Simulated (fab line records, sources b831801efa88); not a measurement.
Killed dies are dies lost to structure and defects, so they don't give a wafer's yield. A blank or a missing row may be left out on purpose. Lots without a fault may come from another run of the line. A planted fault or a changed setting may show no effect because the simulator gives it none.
Problem report in the 8D (eight disciplines) form, filled by code | flow gf180mcu | the parts of the form that need people (team, actions taken, sign-off) are left out

1. THE PROBLEM
dose_ions_cm2 at GF_NSD_IMPLANT_09 reads a mean of 4.201e+15 on 6 wafers of 2 lots; wafers without a fault read 4.001e+15 with a standard deviation of 4.5e+12. That is +44 standard deviations from the usual mean.
First seen on wafer L986.4, day 17 17:54, on implanter-01. The record holds 36 wafers of 12 lots with a number at this step. Rule for "out", or "out of limits": more than 4 standard deviations from the usual mean. The other wafers with a number count as sound.

2. WHAT IT IS AND WHAT IT IS NOT
question                    | is                     | is not
which readings at this step | dose_ions_cm2          | end_station_pressure_torr
which lots                  | L986, L987             | L975, L976, L979, L980, L982, L983, L985, L988, L995, L996
which wafers of those lots  | all that have a number | -
read on which tools         | implanter-01           | implanter-02, implanter-04
when                        | from day 17 17:54      | up to then (21 sound wafers); but 9 sound wafers of L988, L995, L996 came after

3. SUSPECTS, AND WHAT RULES EACH OUT
Counting: a tool at a process step up to the reading stays a suspect if it ran every lot that is out and no sound lot after the first of them.
- implanter-01 at GF_NSD_IMPLANT_09: ruled out as a lasting fault. Sound lots L995, L996 ran on it after its first lot that is out, L986 (day 17 17:54).
Left after counting: nothing in the record.

4. THE CAUSE (what the simulator had put in)
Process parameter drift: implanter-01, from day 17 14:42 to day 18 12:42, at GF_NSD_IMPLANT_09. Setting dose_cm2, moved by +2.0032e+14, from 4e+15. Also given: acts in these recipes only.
Counting ruled it out, wrongly.

5. THE CHAIN OF EFFECTS, in route order
Each row: a reading whose mean over the struck wafers that have a number lies more than 3 standard deviations from the usual. Only readings for which the record gives a usual standard deviation are gone through. hours: the time from each lot's start at the first step in this table that gives one to its start at this step, as a median over the lots. sigmas: the change in usual standard deviations.
hours | step              | reading                  | usual     | on struck wafers | change     | sigmas
0     | GF_NSD_IMPLANT_09 | dose_ions_cm2            | 4.001e+15 | 4.201e+15        | +1.998e+14 | +44
0     | GF_NSD_STRIP_11   | strip_time_to_endpoint_s | 22.98 s   | 23.16            | +0.18      | +5.4
The process steps in it:
- GF_NSD_IMPLANT_09
- GF_NSD_STRIP_11: strips in O2/N2.
Later measuring or inspecting steps at which every struck wafer that the step has a row for has a number for every such reading, and none has moved that far: GF_PSD_RS_MEAS_14, GF_V4_CD_MEAS_14, GF_V4_RS_MEAS_24.

6. WHAT WOULD HAVE CAUGHT IT SOONER
In this record the first reading out of limits was taken at day 17 17:54, 3 hours after the fault began at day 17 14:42.
